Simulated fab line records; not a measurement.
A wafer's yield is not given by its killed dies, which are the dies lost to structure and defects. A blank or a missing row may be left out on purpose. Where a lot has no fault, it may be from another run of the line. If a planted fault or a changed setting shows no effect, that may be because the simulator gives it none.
fab line records ; flow sky130
record: lots: 13; wafers: 39; last-day: 50
route steps=708 shown VT_ADJUST_HVTR@141 SONOS_TUNNEL@161 SONOS_ONO@181 PAD_OPEN@708
lots with no fault: from the same line, run without faults
start-h: hours from the record's first day to the start of the lot's first wafer shown ; wait-h: hours from the lot's prior step to this one ; " as in the row above ; L1.1+2: one row covering several wafers at once ; - either no value or no given start ; * or withheld: withheld ; < > ~ a bound
route shown NAME@n: a module of which the file shows steps, and the number in the route of the first ; usual: mean/standard deviation taken from wafers without a fault ; same: alike in all rows ; chamber/n: place in a boat ; sites: readings site by site ; _std_site: their standard deviation ; _edge_site: mean of outer sites minus mean of inner sites ; radius-mm: how far each site lies from the wafer's centre ; mask NAME#n: copy n ; behind: the last tool/chamber to shape the wafer ; hold: why the lot went on hold/how many hours it stayed there/how the hold came to an end ; device: the transistor (n, p or np) that didn't switch ; end of line: the tests these same wafers got at the end of their route ; where a step has no rows: the recipe by itself ; killed: dies lost to structure and defects at the first sort, not the wafer's yield ; map: a wafer's dies, x killed, . not, _ none there
set.NAME: setting as actually run; set.NAME@STEP: the setting as run at that earlier step ; model.NAME: the simulator's own value behind a step, which no gauge read
the route's steps for a sample of lots (tables are steps, rows are wafers)
services: the hour from which a tool's chamber was out of use, counted from the record's first day as start-h (under 0 if before that day), plus the number of hours and why
== steps ==
step: SKY_VT_ADJUST_HVTR_STRIP_10
recipe: chemistry: O2/N2; power-w: 1400; pressure-mtorr: 1500; platen-temp-c: withheld; o2-flow-sccm: 3000; n2-flow-sccm: 300; overash-fraction: 0.5
usual: chamber-pressure-mTorr: 1500.1/1.4; drypump-motor-current-A: 6.0/0.43; oes-product-au: 0.715/0.0044; strip-time-to-endpoint-s: 14.20/0.04
lot.wafer;tool;chamber;start-h;wait-h;chamber-pressure-mTorr;drypump-motor-current-A;oes-product-au;rf-hours-counter-h;strip-time-to-endpoint-s
L119.1;plasma-asher-03;1;212.47;0.1;1501.8;6.1;0.716;50;14.27
L119.3;plasma-asher-03;1;212.47;0.1;1500.7;6.1;0.707;-;14.23
L119.6;plasma-asher-03;1;212.47;0.1;1500.7;6.2;0.717;-;14.27
L120.1;plasma-asher-04;1;221.45;0.1;1499.9;6.3;0.720;39;14.17
L120.5;plasma-asher-04;0;221.45;0.1;1501.2;5.4;0.720;-;14.18
L120.6;plasma-asher-04;1;221.45;0.1;1499.2;6.3;0.718;-;14.15
L122.2;plasma-asher-04;1;235.86;0.1;1498.8;6.3;0.722;40;14.21
L122.3;plasma-asher-04;1;235.86;0.1;1498.5;6.4;0.712;-;14.23
L122.5;plasma-asher-04;1;235.86;0.1;1499.9;6.3;0.719;-;14.22
L123.2;plasma-asher-01;0;249.95;0.1;1501.9;6.7;0.713;14;14.20
L123.4;plasma-asher-01;0;249.95;0.1;1498.6;6.7;0.715;-;14.23
L123.5;plasma-asher-01;0;249.95;0.1;1500.0;6.7;0.707;-;14.21
L124.1;plasma-asher-04;1;255.65;0.1;1502.1;6.4;0.719;42;14.20
L124.3;plasma-asher-04;0;255.65;0.1;1502.7;5.4;0.711;-;14.21
L124.6;plasma-asher-04;1;255.65;0.1;1500.0;6.3;0.708;-;14.19
L125.1;plasma-asher-04;0;262.06;0.1;1501.3;5.4;0.715;43;14.11
L125.4;plasma-asher-04;0;262.06;0.1;1499.6;5.4;0.711;-;14.16
L125.5;plasma-asher-04;1;262.06;0.1;1500.5;6.4;0.716;-;14.13
L126.3;plasma-asher-01;1;269.79;0.1;1501.0;5.9;0.711;-;14.19
L126.4;plasma-asher-01;0;269.79;0.1;1497.4;6.7;0.712;-;14.14
L126.5;plasma-asher-01;1;269.79;0.1;1500.2;5.9;0.716;-;14.18
L130.2;plasma-asher-01;0;306.00;0.1;1500.9;6.7;0.714;19;14.16
L130.4;plasma-asher-01;1;306.00;0.1;1497.8;5.9;0.715;-;14.18
L130.6;plasma-asher-01;1;306.00;0.1;1501.1;5.9;0.713;-;14.15
L131.3;plasma-asher-04;1;306.30;0.1;1500.9;6.3;0.712;-;14.28
L131.4;plasma-asher-04;0;306.30;0.1;1498.9;5.4;0.722;-;14.23
L131.6;plasma-asher-04;1;306.30;0.1;1500.1;6.3;0.717;-;14.26
L135.2;plasma-asher-04;1;339.27;0.1;1500.1;6.3;0.713;50;14.19
L135.3;plasma-asher-04;0;339.27;0.1;1499.0;5.4;0.710;-;14.22
L135.6;plasma-asher-04;0;339.27;0.1;1499.1;5.4;0.709;-;14.22
L138.2;plasma-asher-01;1;356.45;0.1;1497.5;5.9;0.717;24;14.16
L138.4;plasma-asher-01;0;356.45;0.1;1500.0;6.7;0.716;-;14.18
L138.5;plasma-asher-01;0;356.45;0.1;1501.6;6.7;0.718;-;14.24
L139.1;plasma-asher-03;1;366.22;0.1;1500.5;6.1;0.710;64;14.21
L139.2;plasma-asher-03;0;366.22;0.1;1499.7;5.6;0.712;64;14.24
L139.4;plasma-asher-03;0;366.22;0.1;1499.2;5.6;0.719;-;14.17
L140.1;plasma-asher-01;0;388.05;0.1;1501.8;6.7;0.718;28;14.18
L140.2;plasma-asher-01;1;388.05;0.1;1499.5;5.9;0.711;28;14.18
L140.3;plasma-asher-01;1;388.05;0.1;1500.1;5.9;0.719;-;14.18
step: SKY_SONOS_TUNNEL_CD_MEAS_07
recipe: target-cd-nm: 410
usual: cd-nm: 410.3/2.2
lot.wafer;tool;chamber;start-h;wait-h;cd-nm
L119.1;cd-sem-02;-;258.53;0.2;411.1
L119.3;cd-sem-02;-;258.53;0.2;411.1
L119.6;cd-sem-02;-;258.53;0.2;410.1
L120.1;cd-sem-02;-;268.50;0.1;410.8
L120.5;cd-sem-02;-;268.50;0.1;409.3
L120.6;cd-sem-02;-;268.50;0.1;412.1
L122.2;cd-sem-02;-;284.72;0.1;407.7
L122.3;cd-sem-02;-;284.72;0.1;409.9
L122.5;cd-sem-02;-;284.72;0.1;410.1
L123.2;cd-sem-02;-;299.37;0.1;412.7
L123.4;cd-sem-02;-;299.37;0.1;412.5
L123.5;cd-sem-02;-;299.37;0.1;410.3
L124.1;cd-sem-02;-;305.90;0.1;411.0
L124.3;cd-sem-02;-;305.90;0.1;414.5
L124.6;cd-sem-02;-;305.90;0.1;412.8
L125.1;cd-sem-01;-;313.45;0.1;412.4
L125.4;cd-sem-01;-;313.45;0.1;411.9
L125.5;cd-sem-01;-;313.45;0.1;410.6
L126.3;cd-sem-01;-;320.49;0.1;411.2
L126.4;cd-sem-01;-;320.49;0.1;412.2
L126.5;cd-sem-01;-;320.49;0.1;411.5
L130.2;cd-sem-02;-;358.57;0.1;411.5
L130.4;cd-sem-02;-;358.57;0.1;410.3
L130.6;cd-sem-02;-;358.57;0.1;409.3
L131.3;cd-sem-01;-;358.89;0.1;409.1
L131.4;cd-sem-01;-;358.89;0.1;408.3
L131.6;cd-sem-01;-;358.89;0.1;407.1
L135.2;cd-sem-01;-;395.67;0.1;405.1
L135.3;cd-sem-01;-;395.67;0.1;406.7
L135.6;cd-sem-01;-;395.67;0.1;408.3
L138.2;cd-sem-01;-;413.92;0.1;409.4
L138.4;cd-sem-01;-;413.92;0.1;409.1
L138.5;cd-sem-01;-;413.92;0.1;410.6
L139.1;cd-sem-02;-;422.80;0.1;411.9
L139.2;cd-sem-02;-;422.80;0.1;410.9
L139.4;cd-sem-02;-;422.80;0.1;414.1
L140.1;cd-sem-02;-;447.85;0.1;414.1
L140.2;cd-sem-02;-;447.85;0.1;414.6
L140.3;cd-sem-02;-;447.85;0.1;413.4
step: SKY_SONOS_ONO_CD_MEAS_13
recipe: target-cd-nm: 410
usual: cd-nm: 409.9/2.4
lot.wafer;tool;chamber;start-h;wait-h;cd-nm
L119.1;cd-sem-01;-;287.46;0.1;407.4
L119.3;cd-sem-01;-;287.46;0.1;407.7
L119.6;cd-sem-01;-;287.46;0.1;408.8
L120.1;cd-sem-01;-;297.46;0.1;409.8
L120.5;cd-sem-01;-;297.46;0.1;409.2
L120.6;cd-sem-01;-;297.46;0.1;410.5
L122.2;cd-sem-02;-;318.48;0.1;408.1
L122.3;cd-sem-02;-;318.48;0.1;408.9
L122.5;cd-sem-02;-;318.48;0.1;409.0
L123.2;cd-sem-02;-;330.07;0.1;408.8
L123.4;cd-sem-02;-;330.07;0.1;407.0
L123.5;cd-sem-02;-;330.07;0.1;405.9
L124.1;cd-sem-01;-;343.15;0.1;411.4
L124.3;cd-sem-01;-;343.15;0.1;410.7
L124.6;cd-sem-01;-;343.15;0.1;410.5
L125.1;cd-sem-01;-;348.20;0.1;410.6
L125.4;cd-sem-01;-;348.20;0.1;410.3
L125.5;cd-sem-01;-;348.20;0.1;410.3
L126.3;cd-sem-01;-;357.10;0.1;410.8
L126.4;cd-sem-01;-;357.10;0.1;414.1
L126.5;cd-sem-01;-;357.10;0.1;413.2
L130.2;cd-sem-02;-;390.62;0.1;407.7
L130.4;cd-sem-02;-;390.62;0.1;407.1
L130.6;cd-sem-02;-;390.62;0.1;408.5
L131.3;cd-sem-02;-;392.85;0.1;408.4
L131.4;cd-sem-02;-;392.85;0.1;409.3
L131.6;cd-sem-02;-;392.85;0.1;410.3
L135.2;cd-sem-01;-;432.33;0.1;411.8
L135.3;cd-sem-01;-;432.33;0.1;410.1
L135.6;cd-sem-01;-;432.33;0.1;410.0
L138.2;cd-sem-02;-;449.42;0.1;411.8
L138.4;cd-sem-02;-;449.42;0.1;412.0
L138.5;cd-sem-02;-;449.42;0.1;411.8
L139.1;cd-sem-02;-;458.36;0.1;408.9
L139.2;cd-sem-02;-;458.36;0.1;409.9
L139.4;cd-sem-02;-;458.36;0.1;407.9
L140.1;cd-sem-02;-;485.56;0.1;407.4
L140.2;cd-sem-02;-;485.56;0.1;407.5
L140.3;cd-sem-02;-;485.56;0.1;406.4
step: SKY_SONOS_ONO_STRIP_17
recipe: chemistry: O2/N2; power-w: 1400; pressure-mtorr: 1500; platen-temp-c: withheld; o2-flow-sccm: 3000; n2-flow-sccm: 300; overash-fraction: 0.5
usual: chamber-pressure-mTorr: 1499.9/1.4; drypump-motor-current-A: 6.0/0.38; oes-product-au: 0.710/0.0045; strip-time-to-endpoint-s: 14.10/0.041
lot.wafer;tool;chamber;start-h;wait-h;chamber-pressure-mTorr;drypump-motor-current-A;oes-product-au;rf-hours-counter-h;strip-time-to-endpoint-s
L119.1;plasma-asher-02;1;287.73;0.0;1501.3;5.6;0.712;63;14.13
L119.3;plasma-asher-02;1;287.73;0.0;1497.9;5.6;0.714;-;14.14
L119.6;plasma-asher-02;0;287.73;0.0;1498.0;6.0;0.704;-;14.18
L120.1;plasma-asher-02;0;297.73;0.0;1500.8;6.1;0.721;64;14.19
L120.5;plasma-asher-02;0;297.73;0.0;1499.6;6.1;0.709;-;14.17
L120.6;plasma-asher-02;1;297.73;0.0;1500.9;5.6;0.706;-;14.16
L122.2;plasma-asher-01;0;318.73;0.0;1501.7;6.7;0.706;21;14.05
L122.3;plasma-asher-01;0;318.73;0.0;1499.7;6.7;0.711;-;14.08
L122.5;plasma-asher-01;1;318.73;0.0;1500.1;5.9;0.708;-;14.08
L123.2;plasma-asher-01;1;330.31;0.0;1500.2;5.9;0.708;22;14.08
L123.4;plasma-asher-01;1;330.31;0.0;1498.8;5.9;0.717;-;14.06
L123.5;plasma-asher-01;1;330.31;0.0;1502.4;5.9;0.708;-;14.12
L124.1;plasma-asher-02;0;343.41;0.0;1498.5;6.1;0.708;69;14.17
L124.3;plasma-asher-02;1;343.41;0.0;1500.5;5.6;0.706;-;14.13
L124.6;plasma-asher-02;0;343.41;0.0;1500.8;6.0;0.719;-;14.14
L125.1;plasma-asher-04;0;348.47;0.0;1498.9;5.4;0.716;51;14.09
L125.4;plasma-asher-04;0;348.47;0.0;1501.0;5.4;0.711;-;14.09
L125.5;plasma-asher-04;1;348.47;0.0;1498.9;6.3;0.714;-;14.10
L126.3;plasma-asher-01;0;357.36;0.0;1501.1;6.7;0.711;-;14.04
L126.4;plasma-asher-01;1;357.36;0.0;1502.5;5.9;0.708;-;14.06
L126.5;plasma-asher-01;0;357.36;0.0;1500.7;6.7;0.717;-;14.02
L130.2;plasma-asher-02;1;390.88;0.0;-;-;-;-;-
L130.4;plasma-asher-02;0;390.88;0.0;-;-;-;-;-
L130.6;plasma-asher-02;0;390.88;0.0;-;-;-;-;-
L131.3;plasma-asher-02;1;393.23;0.0;-;-;-;-;-
L131.4;plasma-asher-02;0;393.23;0.0;-;-;-;-;-
L131.6;plasma-asher-02;1;393.23;0.0;-;-;-;-;-
L135.2;plasma-asher-02;0;432.58;0.0;1498.2;6.1;0.705;0;14.07
L135.3;plasma-asher-02;1;432.58;0.0;1499.6;5.6;0.703;-;14.11
L135.6;plasma-asher-02;0;432.58;0.0;1500.1;6.1;0.709;-;14.12
L138.2;plasma-asher-02;0;449.66;0.0;1500.7;6.1;0.711;2;14.18
L138.4;plasma-asher-02;1;449.66;0.0;1497.5;5.6;0.708;-;14.14
L138.5;plasma-asher-02;0;449.66;0.0;1498.2;6.1;0.715;-;14.12
L139.1;plasma-asher-02;1;458.63;0.0;1499.9;5.7;0.715;3;14.08
L139.2;plasma-asher-02;0;458.63;0.0;1500.8;6.1;0.713;3;14.14
L139.4;plasma-asher-02;0;458.63;0.0;1500.0;6.1;0.700;-;14.14
L140.1;plasma-asher-02;1;485.83;0.0;1502.0;5.6;0.710;5;14.11
L140.2;plasma-asher-02;0;485.83;0.0;1500.0;6.1;0.710;5;14.11
L140.3;plasma-asher-02;0;485.83;0.0;1499.4;6.1;0.707;-;14.07
step: SKY_PAD_OPEN_PROBE_99
usual: killed_at_M0_to_M3: 44/7.2; killed_at_M4_up: 3.1/1.8; killed-at-contacts: 25/5.2; killed-at-front-end: 15/3.9; killed-at-other: 0.2/0.5; killed-dies: 86/9.5; killed-on-rim: 17/3.5; killed-open: 47/7.3; killed-short: 40/6
same: gross-dies: 492; killed-at-back-side: 0
lot.wafer;tool;chamber;start-h;wait-h;killed_at_M0_to_M3;killed_at_M4_up;killed-at-contacts;killed-at-front-end;killed-at-other;killed-dies;killed-on-rim;killed-open;killed-short
L119.1;prober-02;-;1078.58;0.1;38;3;23;15;0;79;19;47;32
L119.3;prober-02;-;1078.68;0.2;53;5;30;14;0;102;16;56;46
L119.6;prober-02;-;1078.83;0.2;48;4;21;16;0;89;15;44;45
L120.1;prober-02;-;1096.52;0.1;38;0;35;17;0;90;22;52;38
L120.5;prober-02;-;1096.72;0.2;33;3;17;20;0;73;14;36;37
L120.6;prober-02;-;1096.77;0.2;49;4;18;11;0;82;19;46;36
L122.2;prober-01;-;1105.41;0.1;37;2;25;14;0;78;16;43;35
L122.3;prober-01;-;1105.46;0.2;50;2;37;18;0;107;15;57;50
L122.5;prober-01;-;1105.56;0.2;40;0;25;12;1;78;17;41;37
L123.2;prober-02;-;1118.82;0.1;43;3;30;14;1;91;21;58;33
L123.4;prober-02;-;1118.92;0.2;59;6;20;17;0;102;16;54;48
L123.5;prober-02;-;1118.97;0.2;47;4;25;11;1;88;16;50;38
L124.1;prober-02;-;1120.13;0.1;45;4;31;11;0;91;16;56;35
L124.3;prober-02;-;1120.23;0.2;30;10;20;15;0;75;16;43;32
L124.6;prober-02;-;1120.38;0.2;45;7;32;17;0;101;23;52;49
L125.1;prober-01;-;1125.99;0.1;31;3;33;14;0;81;19;48;33
L125.4;prober-01;-;1126.14;0.2;41;3;21;11;0;76;19;40;36
L125.5;prober-01;-;1126.19;0.2;30;2;23;17;1;73;15;44;29
L126.3;prober-02;-;1134.59;0.2;38;3;25;19;0;85;17;50;35
L126.4;prober-02;-;1134.64;0.2;47;4;23;18;0;92;21;51;41
L126.5;prober-02;-;1134.69;0.2;45;2;28;21;0;96;16;47;49
L130.2;prober-02;-;1157.52;0.1;35;2;30;424;1;492;96;41;41
L130.4;prober-02;-;1157.62;0.2;38;3;26;425;0;492;96;45;39
L130.6;prober-02;-;1157.72;0.2;42;5;23;422;0;492;96;47;40
L131.3;prober-01;-;1157.99;0.2;49;2;15;426;0;492;96;43;43
L131.6;prober-01;-;1158.14;0.2;43;5;24;420;0;492;96;42;43
L135.2;prober-01;-;1178.17;0.1;34;3;21;11;1;70;14;35;35
L135.3;prober-01;-;1178.22;0.2;41;2;24;19;1;87;17;48;39
L135.6;prober-01;-;1178.37;0.2;43;5;20;26;1;95;22;55;40
L138.2;prober-01;-;1184.11;0.1;57;2;17;16;0;92;9;62;30
L138.4;prober-01;-;1184.21;0.2;30;2;31;11;0;74;16;37;37
L138.5;prober-01;-;1184.26;0.2;47;4;15;17;0;83;18;38;45
L139.1;prober-01;-;1193.57;0.1;39;3;30;18;0;90;16;53;37
L139.2;prober-01;-;1193.62;0.1;45;6;21;13;0;85;24;50;35
L139.4;prober-01;-;1193.72;0.2;46;3;18;9;0;76;9;46;30
L140.1;prober-01;-;1203.29;0.1;33;5;20;15;0;73;19;41;32
L140.2;prober-01;-;1203.34;0.1;58;5;20;21;0;104;21;59;45
L140.3;prober-01;-;1203.39;0.2;44;4;23;13;0;84;12;42;40
killed by level:class
L119.1 CONTACT:geometric-particle:open=9 VIA1:geometric-particle:open=8 METAL1:geometric-particle:short=6 VIA2:geometric-particle:open=6 LOCAL_INTERCONNECT:geometric-particle:short=5 FIELD_ISO:geometric-particle:open=4 LI_CONTACT:geometric-particle:open=4 CONTACT:geometric-particle:short=4
L119.3 LI_CONTACT:geometric-particle:open=12 VIA1:geometric-particle:open=11 METAL1:geometric-particle:short=10 VIA2:geometric-particle:open=8 FIELD_ISO:geometric-particle:short=7 LOCAL_INTERCONNECT:geometric-particle:short=6 CONTACT:geometric-particle:short=6 FIELD_ISO:geometric-particle:open=5
L119.6 VIA2:geometric-particle:open=10 METAL2:geometric-particle:short=8 VIA3:geometric-particle:open=7 LI_CONTACT:geometric-particle:open=6 LOCAL_INTERCONNECT:geometric-particle:short=6 FIELD_ISO:geometric-particle:short=5 CONTACT:geometric-particle:open=5 VIA1:geometric-particle:open=5
L120.1 CONTACT:geometric-particle:open=17 METAL2:geometric-particle:short=8 LI_CONTACT:geometric-particle:open=7 VIA1:geometric-particle:open=7 VIA2:geometric-particle:open=6 LOCAL_INTERCONNECT:geometric-particle:short=5 FIELD_ISO:geometric-particle:open=4 SPACER:geometric-particle:open=4
L120.5 VIA1:geometric-particle:open=10 LOCAL_INTERCONNECT:geometric-particle:short=5 FIELD_ISO:geometric-particle:open=5 METAL1:geometric-particle:short=5 METAL2:geometric-particle:short=4 CONTACT:geometric-particle:short=4 CONTACT:geometric-particle:open=4 VIA3:geometric-particle:open=4
L120.6 VIA1:geometric-particle:open=10 METAL2:geometric-particle:short=9 LI_CONTACT:geometric-particle:open=8 VIA3:geometric-particle:open=6 METAL1:geometric-particle:short=5 CONTACT:geometric-particle:open=5 VIA2:geometric-particle:open=5 METAL3:geometric-particle:short=4
L122.2 VIA1:geometric-particle:open=13 LI_CONTACT:geometric-particle:open=8 CONTACT:geometric-particle:open=7 CONTACT:geometric-particle:short=7 FIELD_ISO:geometric-particle:short=6 VIA3:geometric-particle:open=5 METAL1:geometric-particle:short=4 METAL2:geometric-particle:short=4
L122.3 CONTACT:geometric-particle:open=15 VIA1:geometric-particle:open=14 VIA1:geometric-particle:short=8 VIA2:geometric-particle:open=8 LOCAL_INTERCONNECT:geometric-particle:short=7 METAL2:geometric-particle:short=7 POLY_GATE:geometric-particle:short=6 FIELD_ISO:geometric-particle:short=5
L122.5 CONTACT:geometric-particle:open=11 VIA1:geometric-particle:open=8 LI_CONTACT:geometric-particle:open=7 FIELD_ISO:geometric-particle:open=5 FIELD_ISO:geometric-particle:short=5 VIA3:geometric-particle:open=5 VIA3:geometric-particle:short=5 VIA1:geometric-particle:short=4
L123.2 CONTACT:geometric-particle:open=13 VIA1:geometric-particle:open=10 VIA2:geometric-particle:open=9 LI_CONTACT:geometric-particle:open=8 METAL1:geometric-particle:short=6 CONTACT:geometric-particle:short=5 VIA3:geometric-particle:open=5 VIA1:geometric-particle:short=4
L123.4 VIA1:geometric-particle:open=15 VIA2:geometric-particle:open=11 METAL2:geometric-particle:short=7 FIELD_ISO:geometric-particle:open=6 CONTACT:geometric-particle:short=6 VIA1:geometric-particle:short=6 CONTACT:geometric-particle:open=5 VIA3:geometric-particle:short=5
L123.5 VIA1:geometric-particle:open=10 CONTACT:geometric-particle:open=9 VIA3:geometric-particle:open=8 CONTACT:geometric-particle:short=7 VIA1:geometric-particle:short=6 METAL2:geometric-particle:short=6 VIA2:geometric-particle:open=6 LI_CONTACT:geometric-particle:open=5
L124.1 CONTACT:geometric-particle:open=13 VIA1:geometric-particle:open=9 LI_CONTACT:geometric-particle:open=8 VIA2:geometric-particle:open=8 LOCAL_INTERCONNECT:geometric-particle:short=6 VIA3:geometric-particle:open=6 FIELD_ISO:geometric-particle:open=5 METAL2:geometric-particle:short=5
L124.3 LI_CONTACT:geometric-particle:open=9 VIA1:geometric-particle:open=7 METAL4:geometric-particle:short=6 VIA2:geometric-particle:short=5 CONTACT:geometric-particle:short=4 VIA3:geometric-particle:open=4 FIELD_ISO:geometric-particle:open=3 POLY_GATE:geometric-particle:short=3
L124.6 CONTACT:geometric-particle:open=13 LI_CONTACT:geometric-particle:open=12 VIA1:geometric-particle:short=8 VIA1:geometric-particle:open=7 POLY_GATE:geometric-particle:short=6 VIA2:geometric-particle:open=6 METAL2:geometric-particle:short=6 FIELD_ISO:geometric-particle:short=4
L125.1 CONTACT:geometric-particle:open=13 VIA1:geometric-particle:open=10 LOCAL_INTERCONNECT:geometric-particle:short=7 POLY_GATE:geometric-particle:open=6 LI_CONTACT:geometric-particle:open=6 METAL1:geometric-particle:short=4 VIA1:geometric-particle:short=3 CONTACT:geometric-particle:short=3
L125.4 VIA1:geometric-particle:open=11 CONTACT:geometric-particle:open=8 VIA1:geometric-particle:short=5 METAL2:geometric-particle:short=5 VIA2:geometric-particle:short=5 VIA3:geometric-particle:open=5 LI_CONTACT:geometric-particle:open=4 LI_CONTACT:geometric-particle:short=4
L125.5 VIA2:geometric-particle:open=10 VIA1:geometric-particle:open=7 CONTACT:geometric-particle:open=6 POLY_GATE:geometric-particle:open=5 LI_CONTACT:geometric-particle:open=5 LOCAL_INTERCONNECT:geometric-particle:short=5 CONTACT:geometric-particle:short=5 FIELD_ISO:geometric-particle:short=4
L126.3 VIA1:geometric-particle:open=13 LI_CONTACT:geometric-particle:open=9 FIELD_ISO:geometric-particle:short=6 CONTACT:geometric-particle:open=6 SPACER:geometric-particle:short=4 CONTACT:geometric-particle:short=4 METAL2:geometric-particle:short=4 VIA2:geometric-particle:open=4
L126.4 VIA1:geometric-particle:open=13 VIA3:geometric-particle:open=10 METAL2:geometric-particle:short=9 LOCAL_INTERCONNECT:geometric-particle:short=7 LI_CONTACT:geometric-particle:open=6 FIELD_ISO:geometric-particle:open=5 CONTACT:geometric-particle:short=5 FIELD_ISO:geometric-particle:short=4
L126.5 LI_CONTACT:geometric-particle:open=11 VIA1:geometric-particle:open=10 METAL2:geometric-particle:short=9 LOCAL_INTERCONNECT:geometric-particle:short=6 VIA3:geometric-particle:open=6 FIELD_ISO:geometric-particle:short=5 POLY_GATE:geometric-particle:short=5 METAL1:geometric-particle:short=5
L130.2 GATE_OXIDE:area-oxidation=410 LI_CONTACT:geometric-particle:open=9 CONTACT:geometric-particle:open=8 VIA1:geometric-particle:open=7 FIELD_ISO:geometric-particle:short=6 CONTACT:geometric-particle:short=6 VIA3:geometric-particle:open=6 VIA2:geometric-particle:short=5
L130.4 GATE_OXIDE:area-oxidation=408 CONTACT:geometric-particle:open=10 LI_CONTACT:geometric-particle:open=7 METAL1:geometric-particle:short=6 VIA1:geometric-particle:open=6 FIELD_ISO:geometric-particle:short=5 CONTACT:geometric-particle:short=5 VIA3:geometric-particle:open=5
L130.6 GATE_OXIDE:area-oxidation=405 LI_CONTACT:geometric-particle:open=9 VIA1:geometric-particle:open=9 METAL2:geometric-particle:short=9 FIELD_ISO:geometric-particle:short=6 VIA3:geometric-particle:open=6 FIELD_ISO:geometric-particle:open=5 CONTACT:geometric-particle:short=5
L131.3 GATE_OXIDE:area-oxidation=406 VIA1:geometric-particle:open=9 METAL1:geometric-particle:short=8 VIA2:geometric-particle:open=8 FIELD_ISO:geometric-particle:short=6 VIA1:geometric-particle:short=6 POLY_GATE:geometric-particle:open=5 CONTACT:geometric-particle:open=5
L131.6 GATE_OXIDE:area-oxidation=407 VIA1:geometric-particle:open=9 CONTACT:geometric-particle:open=8 VIA3:geometric-particle:short=7 VIA1:geometric-particle:short=7 LI_CONTACT:geometric-particle:open=6 CONTACT:geometric-particle:short=5 METAL2:geometric-particle:short=5
L135.2 VIA1:geometric-particle:open=9 CONTACT:geometric-particle:open=6 VIA3:geometric-particle:open=6 METAL2:geometric-particle:short=5 LI_CONTACT:geometric-particle:short=5 LOCAL_INTERCONNECT:geometric-particle:short=4 FIELD_ISO:geometric-particle:open=3 POLY_GATE:geometric-particle:open=3
L135.3 CONTACT:geometric-particle:open=11 VIA1:geometric-particle:open=8 LI_CONTACT:geometric-particle:open=7 FIELD_ISO:geometric-particle:short=6 VIA3:geometric-particle:open=6 METAL1:geometric-particle:short=5 VIA2:geometric-particle:open=5 VIA2:geometric-particle:short=5
L135.6 VIA1:geometric-particle:open=10 FIELD_ISO:geometric-particle:short=9 CONTACT:geometric-particle:open=9 FIELD_ISO:geometric-particle:open=6 METAL1:geometric-particle:short=6 METAL2:geometric-particle:short=6 VIA3:geometric-particle:open=6 METAL1:geometric-particle:open=5
L138.2 VIA1:geometric-particle:open=17 VIA3:geometric-particle:open=12 CONTACT:geometric-particle:open=11 FIELD_ISO:geometric-particle:open=7 VIA1:geometric-particle:short=6 METAL1:geometric-particle:short=5 LI_CONTACT:geometric-particle:open=4 VIA2:geometric-particle:open=4
L138.4 LI_CONTACT:geometric-particle:open=7 LOCAL_INTERCONNECT:geometric-particle:short=7 CONTACT:geometric-particle:short=7 METAL1:geometric-particle:short=6 FIELD_ISO:geometric-particle:open=5 VIA1:geometric-particle:open=5 CONTACT:geometric-particle:open=5 METAL3:geometric-particle:short=5
L138.5 CONTACT:geometric-particle:open=8 METAL1:geometric-particle:short=8 VIA3:geometric-particle:open=8 VIA2:geometric-particle:open=6 VIA1:geometric-particle:open=5 METAL2:geometric-particle:short=5 METAL3:geometric-particle:short=5 FIELD_ISO:geometric-particle:short=4
L139.1 VIA1:geometric-particle:open=11 CONTACT:geometric-particle:open=9 LI_CONTACT:geometric-particle:open=9 FIELD_ISO:geometric-particle:short=8 VIA3:geometric-particle:open=7 METAL2:geometric-particle:short=7 FIELD_ISO:geometric-particle:open=5 CONTACT:geometric-particle:short=5
L139.2 VIA1:geometric-particle:open=15 CONTACT:geometric-particle:open=13 METAL2:geometric-particle:short=9 FIELD_ISO:geometric-particle:short=6 LI_CONTACT:geometric-particle:open=4 METAL1:geometric-particle:short=4 VIA1:geometric-particle:short=4 VIA3:geometric-particle:short=4
L139.4 VIA1:geometric-particle:open=10 VIA2:geometric-particle:open=7 CONTACT:geometric-particle:open=6 LI_CONTACT:geometric-particle:open=6 METAL2:geometric-particle:short=6 FIELD_ISO:geometric-particle:open=5 METAL3:geometric-particle:short=5 METAL1:geometric-particle:short=4
L140.1 VIA1:geometric-particle:open=9 VIA3:geometric-particle:open=8 LI_CONTACT:geometric-particle:open=8 CONTACT:geometric-particle:short=6 METAL1:geometric-particle:short=5 FIELD_ISO:geometric-particle:open=3 CONTACT:geometric-particle:open=3 VIA1:geometric-particle:short=3
L140.2 VIA1:geometric-particle:open=12 FIELD_ISO:geometric-particle:open=8 CONTACT:geometric-particle:open=8 VIA3:geometric-particle:open=8 VIA2:geometric-particle:open=7 VIA1:geometric-particle:short=7 CONTACT:geometric-particle:short=6 POLY_GATE:geometric-particle:short=5
L140.3 VIA1:geometric-particle:open=14 CONTACT:geometric-particle:open=7 LOCAL_INTERCONNECT:geometric-particle:short=6 LI_CONTACT:geometric-particle:open=5 VIA1:geometric-particle:short=5 METAL2:geometric-particle:short=5 VIA2:geometric-particle:short=4 LI_CONTACT:geometric-particle:short=4
== services ==
tool;chamber;start-h;hours;kind
plasma-asher-02;-;273.61;2.2;repair
plasma-asher-03;-;305.50;14.6;pm
plasma-asher-04;-;317.96;2.8;pm
plasma-asher-03;-;334.40;0.4;repair
plasma-asher-04;-;365.03;6.2;repair
plasma-asher-01;-;368.21;1.4;repair
plasma-asher-03;-;374.07;1.3;repair
plasma-asher-04;-;393.98;7.9;repair
plasma-asher-02;-;421.25;9.0;pm
plasma-asher-02;0;421.25;9.0;vent-cycle
plasma-asher-02;1;421.25;9.0;vent-cycle
plasma-asher-02;0;430.25;-;clean
plasma-asher-02;1;430.25;-;clean
plasma-asher-01;-;433.46;1.7;repair
plasma-asher-04;-;462.74;1.0;repair
plasma-asher-02;-;477.81;4.1;repair
== key ==
first-sign: step: SKY_SONOS_ONO_STRIP_17; reading: tool-record; direction: missing
effect: step: SKY_PAD_OPEN_PROBE_99; reading: killed-at-front-end; direction: up; sigmas: 99+; usual: 15; struck: 423
more-kills-born-at: SKY_GATE_OXIDE_OXIDATION_01@furnace-01: 2036
met-at SKY_SONOS_ONO_STRIP_17
struck-lots L130,L131
later-rows-left-out L130.2,L130.4,L130.6,L131.3,L131.4,L131.6
tester-left-out L130,L131
not-acting-at SKY_VT_ADJUST_HVTR_STRIP_10,SKY_SONOS_TUNNEL_CD_MEAS_07,SKY_SONOS_ONO_CD_MEAS_13
onset-between 343.41 390.88
fault: kind: skipped-step-whole; tool: plasma-asher-02; chamber: -; onset-h: 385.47; steps: SKY_SONOS_ONO_STRIP_17; scope: struck-lots-only
tester-left-out: of these lots the tester's yield and bins aren't shown, on N5 and GAA mostly nor the transistor test; their killed dies are dies lost to structure and defects alone, not to doping, threshold or leakage, so they don't give the yield
later-rows-left-out: the simulator's readings of these wafers behind a module that went badly wrong aren't trusted and aren't shown, but for the sort
